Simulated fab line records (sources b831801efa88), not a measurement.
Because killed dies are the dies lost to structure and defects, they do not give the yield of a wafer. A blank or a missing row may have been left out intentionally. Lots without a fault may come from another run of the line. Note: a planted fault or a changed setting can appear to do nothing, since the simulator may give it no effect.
Which tool did it? | flow sky130 | 14 lots, 42 wafers sampled, at 4 steps of a route of 708

## WHAT EACH GAUGE READ, for each wafer
SKY_FIELD_ISO_THK_MEAS_04.
lot  | measured    | on            | FIELD_ISO_CVD_03_THK (nm)
L372 | day 1 14:34 | film metro-01 | 168.8 167.7 169.2
L373 | day 1 21:24 | film metro-03 | 165.7 166.2 166.5
L374 | day 2 02:35 | film metro-02 | 164.2 165.5 165.4
L376 | day 2 13:26 | film metro-02 | 167.8 167.7 165.1
L377 | day 2 16:35 | film metro-01 | 165.9 164.8 167.5
L378 | day 2 22:24 | film metro-01 | 166.2 167.6 165.1
L380 | day 3 06:14 | film metro-02 | 165.3 166.0 165.5
L382 | day 3 17:35 | film metro-03 | 165.1 167.7 168.7
L387 | day 4 17:29 | film metro-02 | 167.1 168.2 168.8
L388 | day 4 23:45 | film metro-01 | 165.7 165.9 165.7
L392 | day 5 19:10 | film metro-02 | 168.2 167.9 168.7
L393 | day 5 23:23 | film metro-02 | 167.7 166.5 166.1
L394 | day 6 04:25 | film metro-03 | 166.3 165.4 167.0
L395 | day 6 09:49 | film metro-03 | 167.2 165.5 166.5

SKY_NWELL_TW_MEAS_15.
lot  | measured     | on            | NWELL_TW
L372 | day 4 19:34  | film metro-01 | 1800 1803 1797
L373 | day 5 00:43  | film metro-04 | 1796 1792 1788
L374 | day 5 04:52  | film metro-02 | 1804 1799 1806
L376 | day 5 14:58  | film metro-04 | 1798 1798 1795
L377 | day 5 20:10  | film metro-01 | 1799 1793 1790
L378 | day 6 01:34  | film metro-01 | 1794 1787 1792
L380 | day 6 14:55  | film metro-02 | 1790 1799 1795
L382 | day 7 08:07  | film metro-01 | 1801 1787 1807
L387 | day 8 05:54  | film metro-01 | 1798 1817 1797
L388 | day 8 11:25  | film metro-01 | 1813 1810 1802
L392 | day 9 11:46  | film metro-02 | 1785 1789 1793
L393 | day 9 16:35  | film metro-01 | 1779 1784 1789
L394 | day 10 01:16 | film metro-02 | 1804 1790 1806
L395 | day 10 08:22 | film metro-04 | 1799 1783 1799

SKY_VT_ADJUST_PCH_OVL_MEAS_07.
lot  | measured     | on         | VT_ADJUST_PCH_OVL (nm)
L372 | day 10 15:20 | overlay-02 | 1.0 -0.5 0.6
L373 | day 11 00:55 | overlay-01 | -1.0 -1.1 -0.5
L374 | day 11 04:29 | overlay-02 | 1.4 -0.9 1.0
L376 | day 11 16:44 | overlay-02 | 0.7 1.6 2.5
L377 | day 12 00:56 | overlay-01 | 1.7 3.1 3.5
L378 | day 12 08:32 | overlay-02 | -0.3 -0.6 1.0
L380 | day 12 23:44 | overlay-01 | 1.6 1.2 1.5
L382 | day 13 22:44 | overlay-01 | 0.8 0.7 0.9
L387 | day 15 04:35 | overlay-01 | 1.1 2.3 2.0
L388 | day 15 08:34 | overlay-02 | 2.3 3.7 2.6
L392 | day 16 15:20 | overlay-01 | 0.8 -1.0 1.7
L393 | day 16 22:38 | overlay-01 | 0.8 1.9 4.1
L394 | day 17 11:14 | overlay-01 | 2.6 2.2 2.6
L395 | day 17 19:23 | overlay-02 | -1.8 -3.4 -3.0

## WHICH TOOL RAN EACH LOT (tool, then ch and the chambers of the sampled wafers, then the start)
lot  | SKY_NWELL_SOFTBAKE_06
L372 | litho track-01 ch 0, day 4 10:07
L373 | litho track-04 ch 0, day 4 15:10
L374 | litho track-01 ch 0, day 4 19:28
L376 | litho track-04 ch 0, day 5 05:21
L377 | litho track-01 ch 0, day 5 10:16
L378 | litho track-04 ch 0, day 5 16:27
L380 | litho track-04 ch 0, day 6 04:28
L382 | litho track-04 ch 0, day 6 20:58
L387 | litho track-01 ch 0, day 7 18:49
L388 | litho track-04 ch 0, day 8 00:19
L392 | litho track-01 ch 0, day 9 00:07
L393 | litho track-01 ch 0, day 9 04:56
L394 | litho track-03 ch 0, day 9 13:35
L395 | litho track-03 ch 0, day 9 20:42
- SKY_NWELL_SOFTBAKE_06

## AS READ BY THE TOOLS THEMSELVES (means over the sampled wafers that have a number; for cases with no such wafer, the mark the record gives instead)
SKY_NWELL_SOFTBAKE_06.
lot  | tool           | heater power total W (W) | plate temp C (C)
L372 | litho track-01 | 65.22                    | 110.20
L373 | litho track-04 | 65.20                    | 109.89
L374 | litho track-01 | 65.24                    | 109.96
L376 | litho track-04 | 65.41                    | 109.96
L377 | litho track-01 | 65.30                    | 110.02
L378 | litho track-04 | 65.24                    | 109.91
L380 | litho track-04 | 65.30                    | 110.07
L382 | litho track-04 | 66.18                    | 111.16
L387 | litho track-01 | 65.19                    | 109.83
L388 | litho track-04 | 66.16                    | 111.23
L392 | litho track-01 | 65.35                    | 110.26
L393 | litho track-01 | 65.27                    | 110.08
L394 | litho track-03 | 65.33                    | 110.15
L395 | litho track-03 | 65.33                    | 109.96

## THE ANSWER, worked out from the rows above alone
Rule: the lots themselves supply what counts as usual. Put in order of their means at a reading, lots are off if they are a third of the lots or fewer, leave a main group of 4 or more, and stand apart from it by a gap of 3 or more times the standard deviation of the main group's means; of several such gaps the widest counts. A main group is skipped when, at the precision printed for the reading in the tables above, its means are all equal. A lot without any number at a reading at which 4 lots or more have one is off too. The other lots that the step has rows for count as sound. The gauges are gone through in route order, then the tools' own readings, and for those a lot's mean is taken as printed above. The first step at which some lot is off is used, and at that step the reading that is off furthest; a lot without a number counts as furthest.
Off: L382, L388 (SKY_NWELL_SOFTBAKE_06, heater power total W). Main group: mean 65.28 W, sd 0.064.
If a tool, at that step or one of the process steps before it, ran each lot that is off and ran no sound lot following the first of them, it fits. One candidate fits, namely litho track-04 at SKY_NWELL_SOFTBAKE_06. Its last sound lot is L380 (day 6 04:28), its first lot that is off L382 (day 6 20:58): a fault that began between those two fits.
The tool's own readings at SKY_NWELL_SOFTBAKE_06 bear it out: on the lots that are off they differ by more than 5 times the standard deviation of the sound lots' means. heater power total W reads 66.17 W there against 65.28 W on the sound lots; plate temp C reads 111.19 C there against 110.02 C on the sound lots.

## WHAT THE SIMULATOR HAD PUT IN
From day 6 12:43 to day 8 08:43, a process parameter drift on litho track-04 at SKY_NWELL_SOFTBAKE_06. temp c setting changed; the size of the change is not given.
Struck lots among those shown: L382, L388. The rule given above showed the same thing.
